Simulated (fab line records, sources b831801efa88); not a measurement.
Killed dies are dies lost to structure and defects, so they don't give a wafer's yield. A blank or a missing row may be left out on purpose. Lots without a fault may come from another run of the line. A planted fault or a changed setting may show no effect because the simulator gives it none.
Which tool did it? | flow sky130 | 11 lots, 33 wafers sampled, at 3 steps of a route of 708

WHAT THE GAUGES READ, wafer by wafer
SKY_CAPM_OVL_MEAS_12.
lot  | measured     | on         | CAPM_OVL (nm)
L307 | day 38 06:24 | overlay-02 | 0.3 3.1 0.6
L310 | day 39 04:04 | overlay-01 | 0.2 1.6 0.8
L313 | day 39 19:25 | overlay-01 | 3.4 1.1 3.5
L314 | day 40 04:25 | overlay-01 | 2.7 3.8 1.5
L316 | day 40 23:25 | overlay-02 | 0.3 1.1 3.3
L317 | day 41 06:31 | overlay-01 | 0.9 1.9 2.2
L318 | day 41 16:40 | overlay-02 | 0.8 1.8 2.0
L322 | day 42 15:12 | overlay-01 | 1.2 2.8 3.3
L325 | day 43 09:13 | overlay-02 | 2.4 -0.4 1.9
L327 | day 43 18:22 | overlay-02 | 0.4 -1.4 -0.4
L328 | day 44 02:34 | overlay-01 | 1.3 -1.8 0.0

WHICH TOOL RAN EACH LOT (tool, then ch and the chambers of the sampled wafers, then the start)
lot  | SKY_VIA2_SPUTTER_20          | SKY_METAL3_SPUTTER_01
L307 | pvd_sputter-01, day 37 04:49 | pvd_sputter-04, day 37 05:30
L310 | pvd_sputter-03, day 38 02:00 | pvd_sputter-02, day 38 02:49
L313 | pvd_sputter-02, day 38 17:39 | pvd_sputter-02, day 38 18:21
L314 | pvd_sputter-03, day 39 02:52 | pvd_sputter-04, day 39 03:38
L316 | pvd_sputter-02, day 39 22:24 | pvd_sputter-04, day 39 23:05
L317 | pvd_sputter-01, day 40 05:09 | pvd_sputter-02, day 40 05:51
L318 | pvd_sputter-01, day 40 15:36 | pvd_sputter-04, day 40 16:17
L322 | pvd_sputter-03, day 41 14:31 | pvd_sputter-04, day 41 15:12
L325 | pvd_sputter-02, day 42 08:47 | pvd_sputter-02, day 42 09:29
L327 | pvd_sputter-02, day 42 18:17 | pvd_sputter-04, day 42 19:07
L328 | pvd_sputter-03, day 43 02:31 | pvd_sputter-02, day 43 03:13
- SKY_VIA2_SPUTTER_20: material TiN, target thk 20 nm, time 80 s.
- SKY_METAL3_SPUTTER_01: material TiN, target thk 20 nm, time 16.7 s.

WHAT THE TOOLS THEMSELVES READ (means of the sampled wafers that have a number; where no wafer has one, the mark that the record gives instead)
SKY_VIA2_SPUTTER_20.
lot  | tool           | throttle_valve_pct (%)
L307 | pvd_sputter-01 | 30.5
L310 | pvd_sputter-03 | 30.7
L313 | pvd_sputter-02 | 29.2
L314 | pvd_sputter-03 | 31.3
L316 | pvd_sputter-02 | 29.3
L317 | pvd_sputter-01 | 29.6
L318 | pvd_sputter-01 | 29.2
L322 | pvd_sputter-03 | 31.2
L325 | pvd_sputter-02 | 29.2
L327 | pvd_sputter-02 | 29.1
L328 | pvd_sputter-03 | 31.0

SKY_METAL3_SPUTTER_01.
lot  | tool           | throttle_valve_pct (%)
L307 | pvd_sputter-04 | 30.3
L310 | pvd_sputter-02 | 29.3
L313 | pvd_sputter-02 | 29.5
L314 | pvd_sputter-04 | 30.4
L316 | pvd_sputter-04 | 30.8
L317 | pvd_sputter-02 | 29.2
L318 | pvd_sputter-04 | 29.8
L322 | pvd_sputter-04 | 30.2
L325 | pvd_sputter-02 | 29.6
L327 | pvd_sputter-04 | 29.5
L328 | pvd_sputter-02 | 29.0

THE ANSWER, worked out from the rows above alone
Rule: what is usual is taken from the lots themselves. Put in order of their means at a reading, lots are off if they are a third of the lots or fewer, leave a main group of 4 or more, and stand apart from it by a gap of 3 or more times the standard deviation of the main group's means; of several such gaps the widest counts. A main group whose means are all the same, to the digits that the tables above print for the reading, isn't used. A lot without any number at a reading at which 4 lots or more have one is off too. The other lots that the step has rows for count as sound. The gauges are gone through in route order, then the tools' own readings, and for those a lot's mean is taken as printed above. The first step at which some lot is off is used, and at that step the reading that is off furthest; a lot without a number counts as furthest.
No lot is off at any reading shown: from this, nothing can be told.

WHAT THE SIMULATOR HAD PUT IN
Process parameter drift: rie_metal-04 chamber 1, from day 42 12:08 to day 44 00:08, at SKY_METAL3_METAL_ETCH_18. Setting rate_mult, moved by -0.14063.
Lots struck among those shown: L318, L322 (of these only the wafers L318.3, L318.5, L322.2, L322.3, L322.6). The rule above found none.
